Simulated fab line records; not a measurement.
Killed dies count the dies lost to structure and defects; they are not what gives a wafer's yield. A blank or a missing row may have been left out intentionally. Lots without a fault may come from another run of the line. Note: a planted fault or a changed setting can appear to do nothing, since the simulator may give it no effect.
A lot that was struck, set against a sound lot + flow sky130 + 15 steps out of a route of 708
Sound: these wafers, L746.1, L746.2, L746.5. Wafers L754.1, L754.4, L754.6 were the ones struck. Last of all comes the cause.
For every step that has rows: the tool of each side, followed by ch and its chambers, followed by its first start. Under that, the readings that differ: sound wafers + struck wafers + difference of the means + sigmas: that difference in standard deviations of wafers without a fault.
alike: same words and numbers on both sides, and readings whose means sit less than 2 such deviations apart. not compared: any withheld reading, any reading some wafer has no value for, any bound like >300 that may hide the same value, and any number with overlapping values for which the record gives no deviation.
Wherever a step has rows on one side only, a row that says differs or no value, or a row with sigmas, the two part there. Numbers that don't overlap but have no deviation are shown without sigmas and don't part them. Lack of a reading on every wafer of one side parts them only where that side has two or more wafers.

SKY_LDD_HVP_TW_MEAS_10:
  sound: film_metro-04 at day 23 09:22; struck: film_metro-03 at day 25 16:22
  alike: LDD_HVP_TW
then, 7 steps without rows for these wafers: SKY_LDD_LDN_DEHYDRATE_00 (time 60 s); SKY_LDD_LDN_HMDS_01 (prime time 60 s); SKY_LDD_LDN_COAT_02 (resist thk 1140 nm); SKY_LDD_LDN_SOFTBAKE_03 (time 60 s); SKY_LDD_LDN_EXPOSE_04 (exposes mask LDNTM, target cd 700 nm); SKY_LDD_LDN_PEB_05; SKY_LDD_LDN_DEVELOP_06 (develop time 60 s).
SKY_LDD_LDN_OVL_MEAS_07:
  sound: overlay-01 at day 24 14:50; struck: overlay-01 at day 26 21:35
  alike: LDD_LDN_OVL
then, 3 steps without rows for these wafers: SKY_LDD_LDN_IMPLANT_08; SKY_LDD_LDN_IMPLANT_09; SKY_LDD_LDN_IMPLANT_10.
SKY_LDD_LDN_IMPLANT_11:
  sound on implanter-01 ch 0, day 24 15:19; struck on implanter-02 ch 0, day 26 22:04
| reading                   | sound                | struck               | difference | sigmas      |
|---------------------------|----------------------|----------------------|------------|-------------|
| beam_energy_keV           | 14.998 14.994 14.995 | 16.998 16.993 16.997 | +2.000     | +99 or more |
| model.implant.rp_nm (nm)  | 12.75 12.75 12.75    | 13.83 13.83 13.83    | +1.08      |             |
| model.implant.drp_nm (nm) | 5.933 5.933 5.933    | 6.451 6.451 6.451    | +0.518     |             |
SKY_LDD_LDN_STRIP_12: strips in O2/N2.
  sound on plasma_asher-04 ch 0,1, day 24 15:28; struck on plasma_asher-02 ch 0, day 26 22:13
  alike: drypump_motor_current_A, oes_product_au, strip_time_to_endpoint_s
  not compared: rf_hours_counter_h
-- the record jumps here: 22 days lie between the struck wafers' starts before and after (it left off in module LDD_LDN and takes up again in module PAD_OPEN, whose first step shown is number 708 of the route) --
SKY_PAD_OPEN_PROBE_99:
  sound: prober-01 at day 47 02:58; struck: prober-01 at day 48 16:46
| reading                         | sound          | struck         | difference | sigmas |
|---------------------------------|----------------|----------------|------------|--------|
| model.etest.tip_sonos.rs_ohm_sq | 2615 2620 2632 | 2530 2604 2566 | -56        |        |
  alike: killed_at_M0_to_M3, killed_at_M4_up, killed_at_contacts, killed_at_front_end, killed_at_other, killed_dies, killed_open, killed_short

== WHERE THEY PART ==
Only at SKY_LDD_LDN_IMPLANT_11, as far as this record shows. Later steps at which nothing parts them and some readings are alike: SKY_LDD_LDN_STRIP_12, SKY_PAD_OPEN_PROBE_99.

WHY: what had been put in by the simulator
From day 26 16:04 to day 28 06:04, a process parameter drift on implanter-02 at SKY_LDD_LDN_IMPLANT_11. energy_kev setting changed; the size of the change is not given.
